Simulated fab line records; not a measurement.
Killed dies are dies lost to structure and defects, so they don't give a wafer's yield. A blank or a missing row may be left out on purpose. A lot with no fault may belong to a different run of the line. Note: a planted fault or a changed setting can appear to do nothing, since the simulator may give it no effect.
Split-lot experiment :: flow sky130 :: route with 708 steps; 5 lots, 23 wafers read

## THE SPLIT ITSELF
At SKY_VT_ADJUST_LVTN_COAT_02 (resist thk 3000 nm), the setting resist-thk-nm was moved away from the recipe's 3000 nm on 5 of the 23 wafers read, by -4.0% to +3.8%. All remaining wafers had this setting at the recipe value.

The reading comes from the split's own step.

## THE READING
coat_of_VT_ADJUST_LVTN_COAT_02.thk-nm (the simulator's own value, which no gauge read), in nm, at SKY_VT_ADJUST_LVTN_COAT_02 (resist thk 3000 nm). No usual value for it is given in the file. Here, 18 wafers ran the recipe; their average is 3001 nm with a standard deviation of 6.8 nm.

wafer: L076.1
tool, chamber at the split: litho-track-02, 0
resist-thk-nm as run, nm: 3000
against the recipe: recipe
coat_of_VT_ADJUST_LVTN_COAT_02.thk-nm, nm: 3012
against lot-mates on the recipe: -

wafer: L076.2
tool, chamber at the split: litho-track-02, 0
resist-thk-nm as run, nm: 3000
against the recipe: recipe
coat_of_VT_ADJUST_LVTN_COAT_02.thk-nm, nm: 2999
against lot-mates on the recipe: -

wafer: L076.4
tool, chamber at the split: litho-track-02, 0
resist-thk-nm as run, nm: 3000
against the recipe: recipe
coat_of_VT_ADJUST_LVTN_COAT_02.thk-nm, nm: 2999
against lot-mates on the recipe: -

wafer: L076.5
tool, chamber at the split: litho-track-02, 0
resist-thk-nm as run, nm: 3000
against the recipe: recipe
coat_of_VT_ADJUST_LVTN_COAT_02.thk-nm, nm: 3004
against lot-mates on the recipe: -

wafer: L076.6
tool, chamber at the split: litho-track-02, 0
resist-thk-nm as run, nm: 3000
against the recipe: recipe
coat_of_VT_ADJUST_LVTN_COAT_02.thk-nm, nm: 3005
against lot-mates on the recipe: -

wafer: L079.1
tool, chamber at the split: litho-track-04, 0
resist-thk-nm as run, nm: 3000
against the recipe: recipe
coat_of_VT_ADJUST_LVTN_COAT_02.thk-nm, nm: 3012
against lot-mates on the recipe: -

wafer: L079.3
tool, chamber at the split: litho-track-04, 0
resist-thk-nm as run, nm: 3000
against the recipe: recipe
coat_of_VT_ADJUST_LVTN_COAT_02.thk-nm, nm: 3001
against lot-mates on the recipe: -

wafer: L079.4
tool, chamber at the split: litho-track-04, 0
resist-thk-nm as run, nm: 3115
against the recipe: +3.8%
coat_of_VT_ADJUST_LVTN_COAT_02.thk-nm, nm: 3124
against lot-mates on the recipe: +115

wafer: L079.5
tool, chamber at the split: litho-track-04, 0
resist-thk-nm as run, nm: 3000
against the recipe: recipe
coat_of_VT_ADJUST_LVTN_COAT_02.thk-nm, nm: 3015
against lot-mates on the recipe: -

wafer: L079.6
tool, chamber at the split: litho-track-04, 0
resist-thk-nm as run, nm: 3115
against the recipe: +3.8%
coat_of_VT_ADJUST_LVTN_COAT_02.thk-nm, nm: 3117
against lot-mates on the recipe: +108

wafer: L080.2
tool, chamber at the split: litho-track-02, 0
resist-thk-nm as run, nm: 3000
against the recipe: recipe
coat_of_VT_ADJUST_LVTN_COAT_02.thk-nm, nm: 2993
against lot-mates on the recipe: -

wafer: L080.6
tool, chamber at the split: litho-track-02, 0
resist-thk-nm as run, nm: 3000
against the recipe: recipe
coat_of_VT_ADJUST_LVTN_COAT_02.thk-nm, nm: 2993
against lot-mates on the recipe: -

wafer: L080.3
tool, chamber at the split: litho-track-02, 0
resist-thk-nm as run, nm: 3000
against the recipe: recipe
coat_of_VT_ADJUST_LVTN_COAT_02.thk-nm, nm: 2998
against lot-mates on the recipe: -

wafer: L080.4
tool, chamber at the split: litho-track-02, 0
resist-thk-nm as run, nm: 3000
against the recipe: recipe
coat_of_VT_ADJUST_LVTN_COAT_02.thk-nm, nm: 2992
against lot-mates on the recipe: -

wafer: L080.5
tool, chamber at the split: litho-track-02, 0
resist-thk-nm as run, nm: 3000
against the recipe: recipe
coat_of_VT_ADJUST_LVTN_COAT_02.thk-nm, nm: 2995
against lot-mates on the recipe: -

wafer: L083.1
tool, chamber at the split: litho-track-01, 0
resist-thk-nm as run, nm: 2880
against the recipe: -4.0%
coat_of_VT_ADJUST_LVTN_COAT_02.thk-nm, nm: 2884
against lot-mates on the recipe: -120

wafer: L083.3
tool, chamber at the split: litho-track-01, 0
resist-thk-nm as run, nm: 2880
against the recipe: -4.0%
coat_of_VT_ADJUST_LVTN_COAT_02.thk-nm, nm: 2882
against lot-mates on the recipe: -122

wafer: L083.4
tool, chamber at the split: litho-track-01, 0
resist-thk-nm as run, nm: 3000
against the recipe: recipe
coat_of_VT_ADJUST_LVTN_COAT_02.thk-nm, nm: 3008
against lot-mates on the recipe: -

wafer: L083.5
tool, chamber at the split: litho-track-01, 0
resist-thk-nm as run, nm: 2880
against the recipe: -4.0%
coat_of_VT_ADJUST_LVTN_COAT_02.thk-nm, nm: 2879
against lot-mates on the recipe: -126

wafer: L083.6
tool, chamber at the split: litho-track-01, 0
resist-thk-nm as run, nm: 3000
against the recipe: recipe
coat_of_VT_ADJUST_LVTN_COAT_02.thk-nm, nm: 3001
against lot-mates on the recipe: -

wafer: L084.3
tool, chamber at the split: litho-track-01, 0
resist-thk-nm as run, nm: 3000
against the recipe: recipe
coat_of_VT_ADJUST_LVTN_COAT_02.thk-nm, nm: 2998
against lot-mates on the recipe: -

wafer: L084.4
tool, chamber at the split: litho-track-01, 0
resist-thk-nm as run, nm: 3000
against the recipe: recipe
coat_of_VT_ADJUST_LVTN_COAT_02.thk-nm, nm: 2999
against lot-mates on the recipe: -

wafer: L084.6
tool, chamber at the split: litho-track-01, 0
resist-thk-nm as run, nm: 3000
against the recipe: recipe
coat_of_VT_ADJUST_LVTN_COAT_02.thk-nm, nm: 2995
against lot-mates on the recipe: -

FIT RESULTS
A straight line over all 23 wafers: coat_of_VT_ADJUST_LVTN_COAT_02.thk-nm changes by +30.4 nm for each +1% of resist-thk-nm; r = +0.99; the points scatter about the line by 6.5 nm.
The same after taking each lot's own level away (the mean of its wafers on the recipe; 23 wafers): +30 nm for each +1%; r = +1.00; scatter 4.1 nm.
Per that fit: largest resist-thk-nm move, reading shift of 1.2e+02 nm.
From 2994.2 to 3009.3 nm: that is the span of the lots' own levels, equal to 2.2 times the standard deviation above.
The two slopes are in agreement: the lot-to-lot level therefore moves the slope only a little.
Check: with one of the wafers moved furthest among these (-4.0%) left out of the fit, the line predicts -121 nm for it against its lot-mates. Against them it came out at -120 nm.

## OTHER SPLITS ON THESE WAFERS
Other splits were also applied to these wafers ahead of the reading. Each is held against what the fit with the lots' levels taken away leaves over:
other split on the same wafers: SKY_FIELD_ISO_EXPOSE_10 dose-mj
wafers away from the commonest value: 11
r with coat_of_VT_ADJUST_LVTN_COAT_02.thk-nm (lot level and that fit taken away): -0.11

other split on the same wafers: SKY_FIELD_ISO_ETCH_17 icp-w
wafers away from the commonest value: 6
r with coat_of_VT_ADJUST_LVTN_COAT_02.thk-nm (lot level and that fit taken away): +0.14

other split on the same wafers: SKY_PWDE_IMPLANT_08 energy-kev
wafers away from the commonest value: 8
r with coat_of_VT_ADJUST_LVTN_COAT_02.thk-nm (lot level and that fit taken away): +0.36

other split on the same wafers: SKY_NWELL_IMPLANT_13 energy-kev
wafers away from the commonest value: 9
r with coat_of_VT_ADJUST_LVTN_COAT_02.thk-nm (lot level and that fit taken away): +0.11

other split on the same wafers: SKY_NWELL_IMPLANT_24 energy-kev
wafers away from the commonest value: 10
r with coat_of_VT_ADJUST_LVTN_COAT_02.thk-nm (lot level and that fit taken away): +0.36

other split on the same wafers: SKY_VT_ADJUST_HVTP_COAT_02 spin-rpm
wafers away from the commonest value: 7
r with coat_of_VT_ADJUST_LVTN_COAT_02.thk-nm (lot level and that fit taken away): +0.06

## THE WHOLE CHAIN: every reading that the file lists as answering this split, in the file's order
step: SKY_VT_ADJUST_LVTN_COAT_02
what it does: resist thk 3000 nm
reading: coat_of_VT_ADJUST_LVTN_COAT_02.thk-nm (the simulator's own value, which no gauge read)
change (the file's fit): +29.8 nm for each +1% of the setting
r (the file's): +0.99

step: SKY_VT_ADJUST_LVTN_STRIP_09
what it does: strips in O2/N2
reading: strip-time-to-endpoint-s
change (the file's fit): withheld for each +1% of the setting
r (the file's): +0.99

## FILE'S OWN FIT
coat_of_VT_ADJUST_LVTN_COAT_02.thk-nm changes by +29.8 nm for each +1% of resist-thk-nm, r = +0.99.
